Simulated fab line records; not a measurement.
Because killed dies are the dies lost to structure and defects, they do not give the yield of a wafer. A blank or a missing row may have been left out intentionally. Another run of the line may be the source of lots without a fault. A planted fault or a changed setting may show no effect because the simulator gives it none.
Which tool was responsible? :: flow sky130 :: 15 lots with 45 wafers sampled at 2 steps, on a route of 708 steps

WHAT THE GAUGES SHOWED, per wafer
The record holds no reading of a measuring or inspecting step that can be judged against a usual standard deviation.

EACH LOT AND THE TOOL THAT RAN IT (in order: tool; ch and the chambers of the sampled wafers; start)
lot: L841
SKY_SONOS_ONO_CVD_02: lpcvd-02 ch 0, day 11 07:33
SKY_PAD_OPEN_PROBE_99: -

lot: L842
SKY_SONOS_ONO_CVD_02: lpcvd-02 ch 0, day 11 16:41
SKY_PAD_OPEN_PROBE_99: -

lot: L843
SKY_SONOS_ONO_CVD_02: lpcvd-02 ch 0, day 12 05:47
SKY_PAD_OPEN_PROBE_99: -

lot: L845
SKY_SONOS_ONO_CVD_02: lpcvd-02 ch 1, day 12 12:27
SKY_PAD_OPEN_PROBE_99: -

lot: L846
SKY_SONOS_ONO_CVD_02: lpcvd-02 ch 1, day 12 23:04
SKY_PAD_OPEN_PROBE_99: -

lot: L847
SKY_SONOS_ONO_CVD_02: lpcvd-02 ch 1, day 13 08:07
SKY_PAD_OPEN_PROBE_99: -

lot: L848
SKY_SONOS_ONO_CVD_02: lpcvd-02 ch 0, day 13 11:27
SKY_PAD_OPEN_PROBE_99: -

lot: L849
SKY_SONOS_ONO_CVD_02: lpcvd-02 ch 0, day 13 22:32
SKY_PAD_OPEN_PROBE_99: -

lot: L850
SKY_SONOS_ONO_CVD_02: lpcvd-02 ch 1, day 14 10:37
SKY_PAD_OPEN_PROBE_99: prober-02, day 48 00:52

lot: L851
SKY_SONOS_ONO_CVD_02: lpcvd-02 ch 1, day 14 19:08
SKY_PAD_OPEN_PROBE_99: prober-01, day 48 07:52

lot: L852
SKY_SONOS_ONO_CVD_02: lpcvd-02 ch 0, day 15 07:09
SKY_PAD_OPEN_PROBE_99: prober-02, day 48 16:13

lot: L860
SKY_SONOS_ONO_CVD_02: lpcvd-02 ch 1, day 17 20:59
SKY_PAD_OPEN_PROBE_99: -

lot: L861
SKY_SONOS_ONO_CVD_02: lpcvd-02 ch 0, day 18 06:44
SKY_PAD_OPEN_PROBE_99: -

lot: L862
SKY_SONOS_ONO_CVD_02: lpcvd-02 ch 0, day 18 16:43
SKY_PAD_OPEN_PROBE_99: -

lot: L863
SKY_SONOS_ONO_CVD_02: lpcvd-02 ch 0, day 19 08:41
SKY_PAD_OPEN_PROBE_99: -
- SKY_SONOS_ONO_CVD_02: deposits Si3N4 from DCS/NH3, target thk 10.5 nm, time 180 s.
- SKY_PAD_OPEN_PROBE_99

WHAT THE TOOLS THEMSELVES READ (means of the sampled wafers that have a number; where no wafer has one, the mark that the record gives instead)
SKY_SONOS_ONO_CVD_02. Usual: spike_tc_lower_C 771.5 C, standard deviation 1.3; susceptor_temp_C 770.1 C, standard deviation 0.33.
lot: L841
tool: lpcvd-02
spike_tc_lower_C (C): 771.3
susceptor_temp_C (C): 770.5
flag: 

lot: L842
tool: lpcvd-02
spike_tc_lower_C (C): 772.4
susceptor_temp_C (C): 769.7
flag: 

lot: L843
tool: lpcvd-02
spike_tc_lower_C (C): 772.6
susceptor_temp_C (C): 769.6
flag: 

lot: L845
tool: lpcvd-02
spike_tc_lower_C (C): 769.1
susceptor_temp_C (C): 770.3
flag: 

lot: L846
tool: lpcvd-02
spike_tc_lower_C (C): 771.1
susceptor_temp_C (C): 770.4
flag: 

lot: L847
tool: lpcvd-02
spike_tc_lower_C (C): 770.9
susceptor_temp_C (C): 769.8
flag: 

lot: L848
tool: lpcvd-02
spike_tc_lower_C (C): 772.9
susceptor_temp_C (C): 769.9
flag: 

lot: L849
tool: lpcvd-02
spike_tc_lower_C (C): 772.0
susceptor_temp_C (C): 769.5
flag: 

lot: L850
tool: lpcvd-02
spike_tc_lower_C (C): 770.5
susceptor_temp_C (C): 769.9
flag: 

lot: L851
tool: lpcvd-02
spike_tc_lower_C (C): 769.8
susceptor_temp_C (C): 770.3
flag: 

lot: L852
tool: lpcvd-02
spike_tc_lower_C (C): 772.2
susceptor_temp_C (C): 770.2
flag: 

lot: L860
tool: lpcvd-02
spike_tc_lower_C (C): 769.9
susceptor_temp_C (C): 770.6
flag: 

lot: L861
tool: lpcvd-02
spike_tc_lower_C (C): 771.6
susceptor_temp_C (C): 770.4
flag: 

lot: L862
tool: lpcvd-02
spike_tc_lower_C (C): 771.2
susceptor_temp_C (C): 770.1
flag: 

lot: L863
tool: lpcvd-02
spike_tc_lower_C (C): 771.9
susceptor_temp_C (C): 769.8
flag: 

SKY_PAD_OPEN_PROBE_99. Usual: killed_at_M0_to_M3 44, standard deviation 7.2; killed_at_M4_up 3.4, standard deviation 2.1; killed_at_contacts 24, standard deviation 5.5; killed_at_front_end 15, standard deviation 4.6; killed_at_other 0.4, standard deviation 0.64; killed_dies 86, standard deviation 9.1; killed_open 47, standard deviation 7.5; killed_short 39, standard deviation 5.8.
lot: L850
tool: prober-02
killed_at_M0_to_M3: 43
killed_at_M4_up: 4.7
killed_at_contacts: 28
killed_at_front_end: 79
killed_at_other: 1.0
killed_dies: 155
killed_open: 51
killed_short: 38
flag: OFF

lot: L851
tool: prober-01
killed_at_M0_to_M3: 39
killed_at_M4_up: 5.3
killed_at_contacts: 22
killed_at_front_end: 75
killed_at_other: 0.0
killed_dies: 141
killed_open: 39
killed_short: 38
flag: OFF

lot: L852
tool: prober-02
killed_at_M0_to_M3: 38
killed_at_M4_up: 2.3
killed_at_contacts: 18
killed_at_front_end: 75
killed_at_other: 0.3
killed_dies: 135
killed_open: 36
killed_short: 34
flag: OFF

THE ANSWER, worked out from the rows above alone
Rule: lot off if the mean of its wafers having a number is beyond 3 standard deviations from the usual mean. A lot without any number at a reading at which 4 lots or more have one is off too. The other lots that the step has rows for count as sound. Order of review: gauges by route order, followed by the tools' own readings, for which a lot's mean as printed above is used. The first step at which some lot is off is used, and at that step the reading that is off furthest; a lot without a number counts as furthest.
Off: L850, L851, L852, at SKY_PAD_OPEN_PROBE_99 (killed_at_front_end). Neither off nor sound, because the step has no rows for them: L841, L842, L843, L845, L846, L847, L848, L849, L860, L861, L862, L863.
If a tool, at that step or one of the process steps before it, ran each lot that is off and ran no sound lot following the first of them, it fits. One fits: lpcvd-02 at SKY_SONOS_ONO_CVD_02. It ran no sound lot before its first lot that is off in this sample, so the start can't be narrowed down.

WHAT WAS PUT IN BY THE SIMULATOR
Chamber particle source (lpcvd-02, SKY_SONOS_ONO_CVD_02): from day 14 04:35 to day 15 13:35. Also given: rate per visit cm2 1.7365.
Struck lots among those shown: L850, L851, L852. The rule given above showed the same thing.
